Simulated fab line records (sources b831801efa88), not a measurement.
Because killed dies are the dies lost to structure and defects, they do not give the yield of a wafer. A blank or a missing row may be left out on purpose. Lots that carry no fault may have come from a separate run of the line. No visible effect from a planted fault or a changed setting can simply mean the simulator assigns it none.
Matching of chambers / flow sky130 / cmp-01 running SKY_LI_CONTACT_CMP_24: 4 sister chambers
The step polishes, stops on PSG, t overpolish 20 s, target thk 0 nm. 18 wafers are shown with their chamber, then 8 later ones without.

## WAFERS WITH THEIR CHAMBER
wafer=L814.1; chamber=1; motor-current-A (A)=12.5; time-to-endpoint-s (s)=97
wafer=L814.2; chamber=3; motor-current-A (A)=9.1; time-to-endpoint-s (s)=91
wafer=L814.4; chamber=2; motor-current-A (A)=14.0; time-to-endpoint-s (s)=92
wafer=L815.1; chamber=0; motor-current-A (A)=10.8; time-to-endpoint-s (s)=92
wafer=L815.4; chamber=2; motor-current-A (A)=14.2; time-to-endpoint-s (s)=92
wafer=L815.5; chamber=3; motor-current-A (A)=9.4; time-to-endpoint-s (s)=93
wafer=L822.2; chamber=2; motor-current-A (A)=13.8; time-to-endpoint-s (s)=106
wafer=L822.3; chamber=3; motor-current-A (A)=8.8; time-to-endpoint-s (s)=105
wafer=L822.6; chamber=2; motor-current-A (A)=14.2; time-to-endpoint-s (s)=91
wafer=L825.1; chamber=1; motor-current-A (A)=12.3; time-to-endpoint-s (s)=102
wafer=L825.2; chamber=0; motor-current-A (A)=11.0; time-to-endpoint-s (s)=106
wafer=L831.1; chamber=0; motor-current-A (A)=10.7; time-to-endpoint-s (s)=91
wafer=L831.4; chamber=2; motor-current-A (A)=14.4; time-to-endpoint-s (s)=91
wafer=L831.6; chamber=0; motor-current-A (A)=11.0; time-to-endpoint-s (s)=93
wafer=L832.1; chamber=3; motor-current-A (A)=8.8; time-to-endpoint-s (s)=92
wafer=L832.2; chamber=2; motor-current-A (A)=14.7; time-to-endpoint-s (s)=92
wafer=L832.6; chamber=2; motor-current-A (A)=15.0; time-to-endpoint-s (s)=91
wafer=L834.2; chamber=1; motor-current-A (A)=12.2; time-to-endpoint-s (s)=98

SIGNATURES (averages over the wafers above)
reading=motor-current-A; chamber 0=10.875; chamber 1=12.333; chamber 2=14.329; chamber 3=9.025; scatter within a chamber=0.314
reading=time-to-endpoint-s; chamber 0=95.50; chamber 1=99.00; chamber 2=93.57; chamber 3=95.25; scatter within a chamber=5.82
Rule: a wafer's distance from a chamber is the root of the sum, over the readings, of the square of ((its reading less the chamber's mean) divided by the reading's scatter). If the next closest chamber is less than 2 further off than the closest, the wafer can't be placed; otherwise it belongs to the closest. The scatter: the root of (the sum of the squares of (reading less its chamber's mean) over the shown wafers, divided by (wafers less chambers)).

## WAFERS MISSING THEIR CHAMBER
wafer=L834.4; motor-current-A (A)=14.3; time-to-endpoint-s (s)=92
wafer=L834.6; motor-current-A (A)=9.5; time-to-endpoint-s (s)=94
wafer=L835.4; motor-current-A (A)=12.0; time-to-endpoint-s (s)=98
wafer=L835.5; motor-current-A (A)=8.9; time-to-endpoint-s (s)=92
wafer=L835.6; motor-current-A (A)=14.5; time-to-endpoint-s (s)=92
wafer=L837.2; motor-current-A (A)=14.6; time-to-endpoint-s (s)=91
wafer=L837.4; motor-current-A (A)=10.8; time-to-endpoint-s (s)=91
wafer=L837.5; motor-current-A (A)=10.5; time-to-endpoint-s (s)=93

## THE CHAMBER EACH PASSED THROUGH
wafer=L834.4; from the rows above=2; in truth=2
wafer=L834.6; from the rows above=3; in truth=3
wafer=L835.4; from the rows above=1; in truth=1
wafer=L835.5; from the rows above=3; in truth=3
wafer=L835.6; from the rows above=2; in truth=2
wafer=L837.2; from the rows above=2; in truth=2
wafer=L837.4; from the rows above=0; in truth=0
wafer=L837.5; from the rows above=0; in truth=0
Correct placement for 8 of the 8. Left unplaced by these rows: 0. 0 placed wrongly.
